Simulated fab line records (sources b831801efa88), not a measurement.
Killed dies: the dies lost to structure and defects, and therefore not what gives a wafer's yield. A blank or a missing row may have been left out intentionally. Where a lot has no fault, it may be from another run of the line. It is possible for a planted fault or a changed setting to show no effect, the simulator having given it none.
fab line records	flow sky130	part 1 of 2: steps 1 to 29 of 38
[record] lots = 5	wafers = 15	last_day = 50
route steps=708 shown CONTACT@423 METAL1@434 VIA1@458
lots that met no fault: from a run of the same line without faults
start_h: start of the lot's first displayed wafer, in hours after the record's first day	wait_h: time in hours since the lot's previous step	" identical to the entry in the row above	L1.1+2: a row that stands for several wafers	- either no value or no given start	* or withheld: withheld	< > ~ a bound
route shown NAME@n: NAME is a module with steps in the file, n the number in the route of the first one	usual: average and standard deviation across the fault-free wafers	same: alike in all rows	chamber/n: place in a boat	sites: the reading at each site	_std_site: standard deviation of those values	_edge_site: the outer-site mean with the inner-site mean subtracted	radius_mm: for every site, how far away it sits from the centre of the wafer	mask NAME#n: copy n	behind: the last tool/chamber to shape the wafer	hold: why the lot went on hold/how many hours it stayed there/how the hold came to an end	device: transistor that didn't switch, given as n, p or np	end of line: the route-end tests of the same wafers	a step without rows: its recipe alone	killed: not the wafer's yield, but the dies lost to structure and defects at the first sort	map: a wafer's dies, marking killed ones x, the rest . and places with no die _
set.NAME: setting as actually run; set.NAME@STEP: the setting as run at that earlier step	model.NAME: the simulator's own value behind a step, which no gauge read
lots seen at some steps along the route; tables by step, rows by wafer
services: the hour from which a tool's chamber was out of use, counted from the record's first day as start_h (under 0 if before that day), plus the number of hours and why
[[steps]]
[step SKY_CONTACT_ETCH_17]
[recipe] target = SiO2	chemistry = C4F8/O2/Ar	stop_on = Si3N4	mask_material = KrF-thick	source_w = 1500	bias_w = 1200	pressure_mtorr = 40	c4f8_flow_sccm = withheld	O2_flow_sccm = 6	Ar_flow_sccm = 300	time_s = withheld	target_depth_a = 3400
[usual] oes_product_au = 0.891/0.0049
lot.wafer	tool	chamber	start_h	wait_h	oes_product_au
L075.2	rie_diel-04	0	738.86	0.0	0.892
L075.4	"	2	"	"	0.893
L075.5	"	3	"	"	0.891
L078.3	rie_diel-01	2	770.34	0.0	0.890
L078.4	"	1	"	"	0.892
L078.6	"	3	"	"	0.888
L088.1	rie_diel-01	0	846.12	0.0	0.892
L088.2	"	2	"	"	0.882
L088.5	"	2	"	"	0.893
L094.1	rie_diel-01	1	882.77	0.0	0.884
L094.4	"	3	"	"	0.899
L094.6	"	2	"	"	0.895
L095.3	rie_diel-01	2	891.81	0.0	0.892
L095.5	"	2	"	"	0.887
L095.6	"	1	"	"	0.884
[step SKY_CONTACT_ETCH_18]
[recipe] target = Si3N4	chemistry = CHF3/O2	stop_on = TiN	source_w = 600	bias_w = 200	pressure_mtorr = 40	chf3_flow_sccm = 50	O2_flow_sccm = 5	time_s = 39	target_depth_a = 750
[usual] chf3_flow_sccm = 50.00/0.14	drypump_motor_current_A = 5.7/0.66	oes_product_au = 0.855/0.0086	throttle_valve_pct = 8.795/0.0092
lot.wafer	tool	chamber	start_h	wait_h	chf3_flow_sccm	drypump_motor_current_A	oes_product_au	rf_hours_counter_h	throttle_valve_pct
L075.2	rie_diel-04	0	-	-	50.04	5.5	0.852	41	8.800
L075.4	"	2	"	"	49.94	6.5	0.853	13	8.796
L075.5	"	3	"	"	50.04	5.9	0.851	-	8.780
L078.3	rie_diel-01	2	-	-	50.04	6.7	0.858	0	8.793
L078.4	"	1	"	"	49.81	5.1	0.863	1	8.790
L078.6	"	3	"	"	50.02	5.1	0.866	-	8.792
L088.1	rie_diel-01	0	-	-	50.02	6.1	0.858	3	8.782
L088.2	"	2	"	"	49.87	6.7	0.873	2	8.800
L088.5	"	2	"	"	49.88	6.7	0.871	-	8.813
L094.1	rie_diel-01	1	-	-	50.04	5.0	0.857	4	8.792
L094.4	"	3	"	"	50.09	5.1	0.866	1	8.815
L094.6	"	2	"	"	50.07	6.7	0.863	-	8.794
L095.3	rie_diel-01	2	-	-	50.10	6.7	0.856	4	8.787
L095.5	"	2	"	"	50.32	6.7	0.863	-	8.792
L095.6	"	1	"	"	49.76	5.1	0.856	-	8.805
[step SKY_CONTACT_STRIP_19]
[recipe] chemistry = O2/N2	power_w = 1400	pressure_mtorr = 1500	platen_temp_c = withheld	o2_flow_sccm = 3000	n2_flow_sccm = 300	overash_fraction = 0.5
[usual] drypump_motor_current_A = 5.6/0.53	oes_product_au = 0.380/0.0046	strip_time_to_endpoint_s = 3.621/0.027
lot.wafer	tool	chamber	start_h	wait_h	drypump_motor_current_A	oes_product_au	rf_hours_counter_h	strip_time_to_endpoint_s
L075.2	plasma_asher-04	1	738.95	-	5.9	0.386	31	3.630
L075.4	"	0	"	"	6.0	0.378	-	3.660
L075.5	"	1	"	"	5.9	0.375	-	3.594
L078.3	plasma_asher-02	1	770.46	-	5.8	0.379	-	3.688
L078.4	"	0	"	"	4.8	0.375	-	3.584
L078.6	"	0	"	"	4.8	0.375	-	3.582
L088.1	plasma_asher-04	1	846.21	-	5.9	0.379	42	3.586
L088.2	"	0	"	"	6.0	0.380	42	3.653
L088.5	"	0	"	"	6.0	0.376	-	3.635
L094.1	plasma_asher-02	1	882.86	-	5.8	0.379	74	3.620
L094.4	"	1	"	"	5.8	0.384	-	3.618
L094.6	"	0	"	"	4.8	0.378	-	3.652
L095.3	plasma_asher-01	1	891.93	-	5.6	0.382	-	3.628
L095.5	"	1	"	"	5.7	0.380	-	3.622
L095.6	"	0	"	"	6.3	0.372	-	3.586
[step SKY_CONTACT_STRIP_20]
[recipe] chemistry = post_etch_residue_remover	time_s = 1200	temp_c = 72.5
lot.wafer	tool	chamber	start_h	wait_h
L075.2+4+5	wet_bench-02	0	739.05	0.1
L078.3+4+6	wet_bench-02	3	770.53	0.0
L088.1+2+5	wet_bench-03	1	846.31	0.1
L094.1+4+6	wet_bench-04	0	882.96	0.1
L095.3+5+6	wet_bench-04	3	892.00	0.0
[step SKY_CONTACT_CLEAN_21]
[recipe] chemistry = IPA	time_s = 180	temp_c = 25
lot.wafer	tool	chamber	start_h	wait_h
L075.2+4+5	wet_bench-04	1	739.39	0.0
L078.3+4+6	wet_bench-03	3	770.87	0.0
L088.1+2+5	wet_bench-04	1	846.68	0.0
L094.1+4+6	wet_bench-02	2	883.30	0.0
L095.3+5+6	wet_bench-02	2	892.34	0.0
[step SKY_CONTACT_CLEAN_22]
[recipe] chemistry = O3/DIW	dry = n2_spin
lot.wafer	tool	chamber	start_h	wait_h
L075.2+4+5	wet_bench-02	3	739.51	0.0
L078.3+4+6	wet_bench-04	3	770.93	0.0
L088.1+2+5	wet_bench-03	1	846.74	0.0
L094.1+4+6	wet_bench-04	1	883.36	0.0
L095.3+5+6	wet_bench-03	3	892.40	0.0
[step SKY_CONTACT_SPUTTER_23]
[recipe] material = TiN	target_thk_nm = 20	chamber_pressure_pa = 5	power_w = 4000	time_s = 80
[usual] throttle_valve_pct = 29.9/1
lot.wafer	tool	chamber	start_h	wait_h	throttle_valve_pct
L075.2	pvd_sputter-04	-	739.60	0.0	30.3
L075.4	"	-	"	"	29.2
L075.5	"	-	"	"	28.6
L078.3	pvd_sputter-01	-	771.03	0.0	31.6
L078.4	"	-	"	"	30.4
L078.6	"	-	"	"	29.5
L088.1	pvd_sputter-01	-	846.84	0.0	30.9
L088.2	"	-	"	"	29.6
L088.5	"	-	"	"	30.9
L094.1	pvd_sputter-02	-	883.45	0.0	30.3
L094.4	"	-	"	"	30.1
L094.6	"	-	"	"	27.6
L095.3	pvd_sputter-02	-	892.50	0.0	30.2
L095.5	"	-	"	"	27.8
L095.6	"	-	"	"	30.2
[step SKY_CONTACT_CVD_24]
[recipe] material = W	target_thk_nm = 340	time_s = 102.12	temp_c = 400	pressure_torr = 40
[usual] chamber_pressure_Torr = 39.98/0.092	heater_power_w = 801/25
lot.wafer	tool	chamber	start_h	wait_h	chamber_pressure_Torr	heater_power_w
L075.2	cvd_w-02	0	739.66	0.0	39.97	764
L075.4	"	0	"	"	40.07	760
L075.5	"	0	"	"	39.99	774
L078.3	cvd_w-02	1	771.13	0.1	39.98	818
L078.4	"	0	"	"	40.12	783
L078.6	"	1	"	"	39.87	796
L088.1	cvd_w-01	0	846.90	0.0	40.03	851
L088.2	"	1	"	"	39.97	782
L088.5	"	1	"	"	40.08	788
L094.1	cvd_w-02	1	883.51	0.0	39.97	816
L094.4	"	1	"	"	39.88	811
L094.6	"	0	"	"	39.90	758
L095.3	cvd_w-01	0	892.59	0.1	40.04	837
L095.5	"	1	"	"	39.77	788
L095.6	"	0	"	"	39.95	839
[step SKY_CONTACT_RS_MEAS_25]
[recipe] thk_meas_gauge = four-point-probe	reads = W_of_CONTACT_CVD_24+TiN_of_CONTACT_SPUTTER_23
[usual] CONTACT_W_RS = 0.3404/0.003
lot.wafer	tool	chamber	start_h	wait_h	CONTACT_W_RS[ohm/sq]
L075.2	film_metro-03	-	739.79	0.1	0.3367
L075.4	"	-	"	"	0.3423
L075.5	"	-	"	"	0.3404
L078.3	film_metro-02	-	771.24	0.1	0.3381
L078.4	"	-	"	"	0.3425
L078.6	"	-	"	"	0.3430
L088.1	film_metro-03	-	847.01	0.1	0.3384
L088.2	"	-	"	"	0.3383
L088.5	"	-	"	"	0.3392
L094.1	film_metro-03	-	883.62	0.1	0.3410
L094.4	"	-	"	"	0.3409
L094.6	"	-	"	"	0.3434
L095.3	film_metro-04	-	892.71	0.1	0.3368
L095.5	"	-	"	"	0.3420
L095.6	"	-	"	"	0.3404
[step SKY_CONTACT_THK_MEAS_26]
[recipe] thk_meas_gauge = xrf	reads = W_of_CONTACT_CVD_24
[usual] CONTACT_W_THK = 337/5.7
lot.wafer	tool	chamber	start_h	wait_h	CONTACT_W_THK[nm]
L075.2	film_metro-03	-	739.90	0.1	344
L075.4	"	-	"	"	341
L075.5	"	-	"	"	340
L078.3	film_metro-02	-	771.34	0.1	330
L078.4	"	-	"	"	328
L078.6	"	-	"	"	326
L088.1	film_metro-03	-	847.13	0.1	339
L088.2	"	-	"	"	341
L088.5	"	-	"	"	342
L094.1	film_metro-03	-	883.74	0.1	338
L094.4	"	-	"	"	339
L094.6	"	-	"	"	339
L095.3	film_metro-04	-	892.81	0.1	339
L095.5	"	-	"	"	335
L095.6	"	-	"	"	336
[step SKY_CONTACT_CMP_27]
[recipe] stop_on = SiO2	t_overpolish_s = 15	down_force_psi = 3.5	platen_rpm = 60	target_thk_nm = 0	pad_velocity_m_s = 0.94248
[usual] motor_current_A = 11.4/1.3	overpolish_run_s = 14.999/0.0097	time_to_endpoint_s = 82/4.4
lot.wafer	tool	chamber	start_h	wait_h	motor_current_A	overpolish_run_s	time_to_endpoint_s
L075.2	cmp-02	0	740.00	0.1	10.5	14.983	90
L075.4	"	2	"	"	12.2	14.990	85
L075.5	"	0	"	"	9.8	14.992	89
L078.3	cmp-02	2	771.48	0.1	13.2	14.990	80
L078.4	"	3	"	"	10.9	15.023	72
L078.6	"	1	"	"	11.2	15.004	77
L088.2	cmp-01	1	847.24	0.1	12.7	15.008	79
L088.1	"	2	"	"	8.0	14.982	77
L088.5	"	1	"	"	13.4	15.010	81
L094.4	cmp-02	1	884.29	0.5	11.6	15.014	78
L094.1	"	2	"	"	12.6	15.000	85
L094.6	"	1	"	"	11.4	14.993	80
L095.3	cmp-01	2	892.90	0.1	8.2	15.003	78
L095.6	"	1	"	"	12.7	14.997	83
L095.5	"	2	"	"	8.7	14.997	78
[step SKY_METAL1_SPUTTER_00]
[recipe] material = Ti	target_thk_nm = 15	power_w = 3000	time_s = 10	chamber_pressure_pa = 0.4
[usual] throttle_valve_pct = 30.0/1.1
lot.wafer	tool	chamber	start_h	wait_h	throttle_valve_pct
L075.2	pvd_sputter-03	-	740.25	0.2	29.6
L075.4	"	-	"	"	31.7
L075.5	"	-	"	"	29.8
L078.3	pvd_sputter-03	-	771.68	0.1	29.6
L078.4	"	-	"	"	31.0
L078.6	"	-	"	"	29.0
L088.1	pvd_sputter-03	-	847.49	0.1	30.9
L088.2	"	-	"	"	29.6
L088.5	"	-	"	"	31.7
L094.1	pvd_sputter-03	-	884.59	0.2	28.5
L094.4	"	-	"	"	31.6
L094.6	"	-	"	"	30.9
L095.3	pvd_sputter-03	-	893.15	0.2	31.9
L095.5	"	-	"	"	28.9
L095.6	"	-	"	"	29.6
[step SKY_METAL1_SPUTTER_01]
[recipe] material = TiN	target_thk_nm = 20	power_w = 6500	time_s = 16.7	chamber_pressure_pa = 0.4
[usual] throttle_valve_pct = 29.9/1.1
lot.wafer	tool	chamber	start_h	wait_h	throttle_valve_pct
L075.2	pvd_sputter-03	-	740.27	0.0	29.8
L075.4	"	-	"	"	31.6
L075.5	"	-	"	"	29.5
L078.3	pvd_sputter-03	-	771.71	0.0	29.7
L078.4	"	-	"	"	31.2
L078.6	"	-	"	"	28.8
L088.1	pvd_sputter-03	-	847.51	0.0	31.1
L088.2	"	-	"	"	29.7
L088.5	"	-	"	"	31.6
L094.1	pvd_sputter-03	-	884.61	0.0	28.7
L094.4	"	-	"	"	31.6
L094.6	"	-	"	"	30.8
L095.3	pvd_sputter-03	-	893.17	0.0	31.7
L095.5	"	-	"	"	29.0
L095.6	"	-	"	"	29.5
[step SKY_METAL1_SPUTTER_02]
[recipe] material = AlCu	target_thk_nm = 250	power_w = 10600	time_s = 13.3	chamber_pressure_pa = 0.4
[usual] throttle_valve_pct = 29.9/1.1
lot.wafer	tool	chamber	start_h	wait_h	throttle_valve_pct
L075.2	pvd_sputter-03	-	740.30	0.0	29.3
L075.4	"	-	"	"	31.8
L075.5	"	-	"	"	29.5
L078.3	pvd_sputter-03	-	771.73	0.0	29.6
L078.4	"	-	"	"	31.0
L078.6	"	-	"	"	28.7
L088.1	pvd_sputter-03	-	847.54	0.0	31.1
L088.2	"	-	"	"	29.6
L088.5	"	-	"	"	31.8
L094.1	pvd_sputter-03	-	884.64	0.0	28.7
L094.4	"	-	"	"	31.5
L094.6	"	-	"	"	30.9
L095.3	pvd_sputter-03	-	893.19	0.0	31.7
L095.5	"	-	"	"	28.5
L095.6	"	-	"	"	29.6
[step SKY_METAL1_SPUTTER_03]
[recipe] material = Ti	target_thk_nm = 5	power_w = 3000	time_s = 3.3	chamber_pressure_pa = 0.4
[usual] throttle_valve_pct = 30.0/1.1
lot.wafer	tool	chamber	start_h	wait_h	throttle_valve_pct
L075.2	pvd_sputter-03	-	740.32	0.0	29.5
L075.4	"	-	"	"	31.7
L075.5	"	-	"	"	29.6
L078.3	pvd_sputter-03	-	771.76	0.0	29.8
L078.4	"	-	"	"	31.3
L078.6	"	-	"	"	28.8
L088.1	pvd_sputter-03	-	847.56	0.0	30.9
L088.2	"	-	"	"	29.6
L088.5	"	-	"	"	31.7
L094.1	pvd_sputter-03	-	884.66	0.0	28.8
L094.4	"	-	"	"	31.7
L094.6	"	-	"	"	31.1
L095.3	pvd_sputter-03	-	893.22	0.0	31.5
L095.5	"	-	"	"	29.0
L095.6	"	-	"	"	29.6
[step SKY_METAL1_SPUTTER_04]
[recipe] material = TiN	target_thk_nm = 70	power_w = 6500	time_s = 58.3	chamber_pressure_pa = 0.4
[usual] throttle_valve_pct = 29.9/1.1
lot.wafer	tool	chamber	start_h	wait_h	throttle_valve_pct
L075.2	pvd_sputter-03	-	740.34	0.0	29.3
L075.4	"	-	"	"	31.6
L075.5	"	-	"	"	29.6
L078.3	pvd_sputter-03	-	771.77	0.0	29.5
L078.4	"	-	"	"	30.9
L078.6	"	-	"	"	28.8
L088.1	pvd_sputter-03	-	847.58	0.0	31.3
L088.2	"	-	"	"	29.4
L088.5	"	-	"	"	31.7
L094.1	pvd_sputter-03	-	884.68	0.0	29.0
L094.4	"	-	"	"	31.7
L094.6	"	-	"	"	30.9
L095.3	pvd_sputter-03	-	893.24	0.0	31.7
L095.5	"	-	"	"	28.9
L095.6	"	-	"	"	29.6
[step SKY_METAL1_RS_MEAS_05]
[recipe] thk_meas_gauge = four-point-probe	reads = TiN_of_METAL1_SPUTTER_04+Ti_of_METAL1_SPUTTER_03+AlCu_of_METAL1_SPUTTER_02+TiN_of_METAL1_SPUTTER_01+Ti_of_METAL1_SPUTTER_00
[usual] METAL1_ALCU_RS = 0.1261/0.0017
lot.wafer	tool	chamber	start_h	wait_h	METAL1_ALCU_RS[ohm/sq]
L075.2	film_metro-01	-	740.41	0.0	0.1250
L075.4	"	-	"	"	0.1265
L075.5	"	-	"	"	0.1252
L078.3	film_metro-01	-	771.86	0.1	0.1269
L078.4	"	-	"	"	0.1286
L078.6	"	-	"	"	0.1280
L088.1	film_metro-04	-	847.63	0.0	0.1250
L088.2	"	-	"	"	0.1224
L088.5	"	-	"	"	0.1254
L094.1	film_metro-02	-	884.73	0.0	0.1250
L094.4	"	-	"	"	0.1264
L094.6	"	-	"	"	0.1252
L095.3	film_metro-01	-	893.33	0.1	0.1258
L095.5	"	-	"	"	0.1247
L095.6	"	-	"	"	0.1229
[step SKY_METAL1_THK_MEAS_06]
[recipe] thk_meas_gauge = xrf	reads = AlCu_of_METAL1_SPUTTER_02
[usual] METAL1_ALCU_THK = 250/3.5
lot.wafer	tool	chamber	start_h	wait_h	METAL1_ALCU_THK[nm]
L075.2	film_metro-01	-	740.52	0.1	252
L075.4	"	-	"	"	249
L075.5	"	-	"	"	249
L078.3	film_metro-01	-	771.96	0.1	248
L078.4	"	-	"	"	244
L078.6	"	-	"	"	246
L088.1	film_metro-04	-	847.75	0.1	252
L088.2	"	-	"	"	257
L088.5	"	-	"	"	253
L094.1	film_metro-02	-	884.85	0.1	251
L094.4	"	-	"	"	249
L094.6	"	-	"	"	251
L095.3	film_metro-01	-	893.43	0.1	250
L095.5	"	-	"	"	251
L095.6	"	-	"	"	256
[step SKY_METAL1_DEHYDRATE_07]
[recipe] temp_c = 200	time_s = 60
lot.wafer	tool	chamber	start_h	wait_h
L075.2+4+5	litho_track-04	0	752.94	12.4
L078.3+4+6	litho_track-01	0	784.82	12.8
L088.1+2+5	litho_track-04	0	860.26	12.5
L094.1+4+6	litho_track-01	0	897.32	12.5
L095.3+5+6	litho_track-01	0	905.57	12.1
[step SKY_METAL1_HMDS_08]
[recipe] prime_time_s = 60	prime_temp_c = 120
lot.wafer	tool	chamber	start_h	wait_h
L075.2+4+5	litho_track-04	0	753.09	0.1
L078.3+4+6	litho_track-01	0	784.97	0.1
L088.1+2+5	litho_track-04	0	860.41	0.1
L094.1+4+6	litho_track-01	0	897.47	0.1
L095.3+5+6	litho_track-01	0	905.72	0.1
[step SKY_METAL1_COAT_09]
[recipe] resist = BARC	temp_c = withheld	time_s = withheld	spin_rpm = 3000	resist_thk_nm = 60
lot.wafer	tool	chamber	start_h	wait_h
L075.2+4+5	litho_track-04	0	753.24	0.1
L078.3+4+6	litho_track-01	0	785.12	0.1
L088.1+2+5	litho_track-04	0	860.56	0.1
L094.1+4+6	litho_track-01	0	897.62	0.1
L095.3+5+6	litho_track-01	0	905.87	0.1
[step SKY_METAL1_COAT_10]
[recipe] resist = KrF-thick	spin_rpm = 3000	resist_thk_nm = 450
lot.wafer	tool	chamber	start_h	wait_h
L075.2+4+5	litho_track-04	0	-	-
L078.3+4+6	litho_track-01	0	-	-
L088.1+2+5	litho_track-04	0	-	-
L094.1+4+6	litho_track-01	0	-	-
L095.3+5+6	litho_track-01	0	-	-
[step SKY_METAL1_SOFTBAKE_11]
[recipe] temp_c = 100	time_s = 90	resist = KrF-thick
lot.wafer	tool	chamber	start_h	wait_h
L075.2+4+5	litho_track-04	0	-	-
L078.3+4+6	litho_track-01	0	-	-
L088.1+2+5	litho_track-04	0	-	-
L094.1+4+6	litho_track-01	0	-	-
L095.3+5+6	litho_track-01	0	-	-
[step SKY_METAL1_EXPOSE_12]
[recipe] mask_id = MM1	na = 0.8	source_shape = annular	sigma_inner = 0.55	sigma_outer = 0.85	target_cd_nm = 140	dose_mj = 28
lot.wafer	tool	chamber	start_h	wait_h	mask
L075.2+4+5	krf_scanner-01	0	-	-	MM1#0
L078.3+4+6	krf_scanner-01	0	-	-	MM1#0
L088.1+2+5	krf_scanner-01	0	-	-	MM1#0
L094.1+4+6	krf_scanner-01	0	-	-	MM1#0
L095.3+5+6	krf_scanner-02	0	-	-	MM1#0
[step SKY_METAL1_PEB_13]
[recipe] peb_temp_c = withheld	peb_time_s = withheld	resist = KrF-thick
lot.wafer	tool	chamber	start_h	wait_h
L075.2+4+5	litho_track-01	0	-	-
L078.3+4+6	litho_track-03	0	-	-
L088.1+2+5	litho_track-04	0	-	-
L094.1+4+6	litho_track-04	0	-	-
L095.3+5+6	litho_track-03	0	-	-
[step SKY_METAL1_DEVELOP_14]
[recipe] develop_time_s = 60	resist = KrF-thick	dev_temp_c = 21
lot.wafer	tool	chamber	start_h	wait_h
L075.2+4+5	litho_track-01	0	-	-
L078.3+4+6	litho_track-03	0	-	-
L088.1+2+5	litho_track-04	0	-	-
L094.1+4+6	litho_track-04	0	-	-
L095.3+5+6	litho_track-03	0	-	-
[step SKY_METAL1_CD_MEAS_15]
[recipe] target_cd_nm = 140
[usual] cd_nm = 138.9/1.5
lot.wafer	tool	chamber	start_h	wait_h	cd_nm
L075.2	cd_sem-01	-	767.19	-	136.8
L075.4	"	-	"	"	139.3
L075.5	"	-	"	"	138.8
L078.3	cd_sem-02	-	798.90	-	139.7
L078.4	"	-	"	"	141.0
L078.6	"	-	"	"	139.7
L088.1	cd_sem-02	-	873.81	-	137.8
L088.2	"	-	"	"	137.9
L088.5	"	-	"	"	137.1
L094.1	cd_sem-02	-	910.61	-	138.4
L094.4	"	-	"	"	137.5
L094.6	"	-	"	"	138.6
L095.3	cd_sem-01	-	918.85	-	140.9
L095.5	"	-	"	"	140.6
L095.6	"	-	"	"	141.6
[step SKY_METAL1_OVL_MEAS_16]
[usual] METAL1_OVL = 2/5.2
lot.wafer	tool	chamber	start_h	wait_h	METAL1_OVL[nm]
L075.2	overlay-02	-	767.29	0.1	9
L075.4	"	-	"	"	-4
L075.5	"	-	"	"	4
L078.3	overlay-01	-	798.99	0.1	3
L078.4	"	-	"	"	-3
L078.6	"	-	"	"	-3
L088.1	overlay-02	-	873.93	0.1	-2
L088.2	"	-	"	"	2
L088.5	"	-	"	"	5
L094.1	overlay-01	-	910.73	0.1	3
L094.4	"	-	"	"	10
L094.6	"	-	"	"	18
L095.3	overlay-01	-	918.94	0.1	-1
L095.5	"	-	"	"	-4
L095.6	"	-	"	"	5
[step SKY_METAL1_DESCUM_17]
[recipe] chemistry = O2	source_power_w = 150	bias_power_w = 0	pressure_mtorr = 10	temp_c = 40	time_s = 8
[usual] drypump_motor_current_A = 5.84/0.23	oes_product_au = 1.000/0.014
lot.wafer	tool	chamber	start_h	wait_h	drypump_motor_current_A	oes_product_au	rf_hours_counter_h
L075.2	rie_metal-04	1	767.32	0.0	5.83	1.006	7
L075.4	"	1	"	"	5.84	1.000	-
L075.5	"	1	"	"	5.83	1.001	-
L078.3	rie_metal-01	1	799.03	0.0	5.74	0.998	-
L078.4	"	0	"	"	6.12	1.031	-
L078.6	"	1	"	"	5.73	0.983	-
L088.1	rie_metal-01	1	873.97	0.0	5.73	0.994	8
L088.2	"	0	"	"	6.09	1.028	10
L088.5	"	0	"	"	6.11	1.031	-
L094.1	rie_metal-03	0	910.77	0.0	5.86	0.980	7
L094.4	"	0	"	"	5.81	0.977	-
L094.6	"	0	"	"	5.83	0.978	-
L095.3	rie_metal-04	1	918.99	0.0	5.79	0.990	-
L095.5	"	1	"	"	5.82	0.989	-
L095.6	"	1	"	"	5.86	0.997	-
